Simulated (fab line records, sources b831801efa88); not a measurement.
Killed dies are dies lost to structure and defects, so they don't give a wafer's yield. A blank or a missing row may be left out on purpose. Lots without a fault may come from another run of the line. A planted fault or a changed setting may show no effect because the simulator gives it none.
Chamber matching | flow gf180mcu | GF_V3_CMP_04 on cmp-01: 4 sister chambers
The step polishes SiO2. 16 wafers are shown with their chamber, then 7 later ones without.

WAFERS WITH THEIR CHAMBER
wafer  | chamber | motor_current_A (A) | time_to_endpoint_s (s) | slurry_flow_ml_min
L754.3 | 2       | 13.4                | 84                     | 150.5
L754.4 | 0       | 12.8                | 73                     | 150.4
L754.5 | 1       | 11.2                | 90                     | 149.5
L758.3 | 3       | 11.1                | 79                     | 150.6
L758.4 | 1       | 11.5                | 83                     | 149.8
L758.6 | 0       | 12.0                | 73                     | 149.8
L762.1 | 1       | 11.1                | 86                     | 150.0
L762.2 | 2       | 14.1                | 80                     | 150.2
L762.5 | 2       | 13.9                | 86                     | 150.6
L766.2 | 0       | 12.5                | 76                     | 149.9
L766.3 | 1       | 10.7                | 80                     | 149.8
L766.4 | 2       | 13.2                | 86                     | 150.2
L769.3 | 0       | 12.2                | 75                     | 149.7
L769.4 | 3       | 10.6                | 87                     | 149.5
L769.5 | 2       | 14.2                | 83                     | 150.5
L770.5 | 3       | 11.1                | 82                     | 151.1

SIGNATURES (means of the wafers above)
reading            | chamber 0 | chamber 1 | chamber 2 | chamber 3 | scatter within a chamber
motor_current_A    | 12.375    | 11.125    | 13.760    | 10.933    | 0.369
time_to_endpoint_s | 74.25     | 84.75     | 83.80     | 82.67     | 3.15
slurry_flow_ml_min | 149.950   | 149.775   | 150.400   | 150.400   | 0.398
Rule: a wafer's distance from a chamber is the root of the sum, over the readings, of the square of ((its reading less the chamber's mean) divided by the reading's scatter). The wafer belongs to the nearest chamber; if the next one is less than 2 further off, it can't be placed. The scatter: the root of (the sum of the squares of (reading less its chamber's mean) over the shown wafers, divided by (wafers less chambers)).

WAFERS WITHOUT THEIR CHAMBER
wafer  | motor_current_A (A) | time_to_endpoint_s (s) | slurry_flow_ml_min
L770.6 | 12.4                | 81                     | 150.6
L772.2 | 11.5                | 84                     | 150.3
L772.5 | 13.8                | 86                     | 150.1
L772.6 | 10.5                | 90                     | 149.6
L777.4 | 10.4                | 79                     | 149.6
L777.5 | 10.7                | 81                     | 149.8
L777.6 | 14.5                | 84                     | 150.3

WHICH CHAMBER EACH WENT THROUGH
wafer  | from the rows above               | in truth
L770.6 | can't be placed: 0 or 2 or 3 or 1 | 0
L772.2 | can't be placed: 3 or 1           | 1
L772.5 | 2                                 | 2
L772.6 | can't be placed: 1 or 3           | 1
L777.4 | can't be placed: 1 or 3           | 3
L777.5 | can't be placed: 1 or 3           | 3
L777.6 | 2                                 | 2
Placed correctly: 2 of 7. Can't be placed from these rows: 5 (the true chamber is among the candidates in 5). Placed wrongly: 0.
